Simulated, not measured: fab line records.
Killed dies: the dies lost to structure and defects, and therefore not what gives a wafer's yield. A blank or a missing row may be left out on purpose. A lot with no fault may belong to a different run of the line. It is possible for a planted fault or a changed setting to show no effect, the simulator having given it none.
A lot that was struck, set against a sound lot | flow sky130 | 17 out of 708 route steps
Sound: these wafers, L558.2, L558.3, L558.6. Wafers L552.3, L552.4, L552.5 were the ones struck. The cause is given at the end.
Per side, at each step with rows, come the tool, then ch with its chambers, and then its first start. Under that, the readings that differ: sound wafers | struck wafers | difference of the means | sigmas: that difference in standard deviations of wafers without a fault.
alike: a reading whose means differ by less than 2 such deviations, as well as words and numbers matching on both sides. not compared: withheld readings; readings where some wafer has no value; bounds like >300 that might hide an equal value; numbers whose values overlap and for which the record gives no deviation.
The two part at a step that has a row with sigmas, a row that says differs or no value, or rows on one side only. Non-overlapping numbers with no deviation appear without sigmas and do not part them. A reading that every wafer of one side lacks parts them only if that side has two wafers or more.

SKY_VT_ADJUST_HVTR_OVL_MEAS_08:
  sound: overlay-01 at day 14 08:30; struck: overlay-02 at day 12 16:24
  alike: VT_ADJUST_HVTR_OVL
following that, these wafers have no rows for 1 step: SKY_VT_ADJUST_HVTR_IMPLANT_09.
SKY_VT_ADJUST_HVTR_STRIP_10: strips in O2/N2.
  sound on plasma-asher-01 ch 0,1, day 14 08:41; struck on plasma-asher-03 ch 0,1, day 12 16:37
  alike: drypump-motor-current-A, o2-flow-sccm, oes-product-au, strip-time-to-endpoint-s
  not compared: rf-hours-counter-h
SKY_VT_ADJUST_HVTR_TW_MEAS_11:
  sound: film-metro-01 at day 14 08:47; struck: film-metro-01 at day 12 16:41
  alike: VT_ADJUST_HVTR_TW
then, 7 steps without rows for these wafers: SKY_VT_ADJUST_PCH_DEHYDRATE_00 (time 60 s); SKY_VT_ADJUST_PCH_HMDS_01 (prime time 60 s); SKY_VT_ADJUST_PCH_COAT_02 (resist thk 3000 nm); SKY_VT_ADJUST_PCH_SOFTBAKE_03; SKY_VT_ADJUST_PCH_EXPOSE_04 (exposes mask NWM, target cd 840 nm); SKY_VT_ADJUST_PCH_PEB_05; SKY_VT_ADJUST_PCH_DEVELOP_06 (develop time 60 s).
SKY_VT_ADJUST_PCH_OVL_MEAS_07:
  sound: overlay-02 at day 15 10:29; struck: overlay-02 at day 13 16:17
  alike: VT_ADJUST_PCH_OVL
SKY_VT_ADJUST_PCH_IMPLANT_08:
  sound on implanter-01 ch 0, day 15 10:32; struck on implanter-02 ch 0, day 13 16:21
  reading            | sound                         | struck                        | difference | sigmas
  dose-ions-cm2      | 5.003e+11 5.001e+11 5.007e+11 | 2.249e+11 2.249e+11 2.247e+11 | -2.755e+11 | -99 or more
  faraday-current-uA | 2.80 2.81 2.75                | 1.26 1.29 1.30                | -1.50      | -27
  alike: beam-energy-keV, beam-on-s
SKY_VT_ADJUST_PCH_STRIP_09: strips in O2/N2.
  sound on plasma-asher-02 ch 0,1, day 15 10:40; struck on plasma-asher-01 ch 0,1, day 13 16:29
  reading             | sound          | struck         | difference | sigmas
  o2-flow-sccm (sccm) | 3008 3001 3001 | 2975 2990 2988 | -19        | -2
  alike: drypump-motor-current-A, oes-product-au, strip-time-to-endpoint-s
  not compared: rf-hours-counter-h
SKY_VT_ADJUST_PCH_TW_MEAS_10:
  sound: film-metro-04 at day 15 10:47; struck: film-metro-04 at day 13 16:34
  reading          | sound             | struck            | difference | sigmas
  VT_ADJUST_PCH_TW | 145.9 145.0 146.0 | 118.1 117.9 118.0 | -27.6      | -25
then, 1 step without rows for these wafers: SKY_SONOS_TUNNEL_DEHYDRATE_00 (time 60 s).
-- here the record skips 35 days between the struck wafers' starts before and after, leaving off in module SONOS_TUNNEL and picking up in module PAD_OPEN (first step shown: number 708 of the route) --
SKY_PAD_OPEN_PROBE_99:
  sound: prober-01 at day 49 14:32; struck: prober-02 at day 48 10:19
  reading                                   | sound                         | struck                        | difference | sigmas
  killed-open                               | 45 40 48                      | 61 59 59                      | +15        | +2
  model.etest.nfet_16v.r-on-ohm-um          | 1.418e+04 1.421e+04 1.442e+04 | 1.358e+04 1.369e+04 1.371e+04 | -6.100e+02 |
  model.etest.pfet-g5v0d10v5.r-on-ohm-um    | 4875 4898 4875                | 4965 4982 4970                | +90        |
  model.etest.pfet_01v8_lvt.drive-ua-um     | 170.1 168.3 171               | 166.6 164.3 166.2             | -4.1       |
  model.etest.pfet_01v8_lvt.off-log10-a-um  | -9.056 -9.279 -9.177          | -9.925 -9.999 -9.893          | -0.768     |
  model.etest.pfet-g5v0d10v5.off-log10-a-um | -12.9 -13.01 -12.81           | -13.47 -13.33 -13.56          | -0.55      |
  model.etest.ring_5v.delay-ps              | 46.2 45.95 45.89              | 45.53 45.45 45.53             | -0.51      |
  model.etest.pfet_01v8_mvt.off-log10-a-um  | -10.9 -10.95 -11.01           | -10.64 -10.84 -10.73          | +0.22      |
  alike: killed_at_M0_to_M3, killed_at_M4_up, killed-at-contacts, killed-at-front-end, killed-at-other, killed-dies, killed-on-rim, killed-short
  not compared: model.etest.pfet-g5v0d10v5.drive-ua-um

WHERE THEY PART
Earliest at SKY_VT_ADJUST_PCH_IMPLANT_08; latest, in this record, at SKY_PAD_OPEN_PROBE_99.

WHY: whatever the simulator had introduced
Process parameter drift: implanter-02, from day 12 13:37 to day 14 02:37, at SKY_VT_ADJUST_PCH_IMPLANT_08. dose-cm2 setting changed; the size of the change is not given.
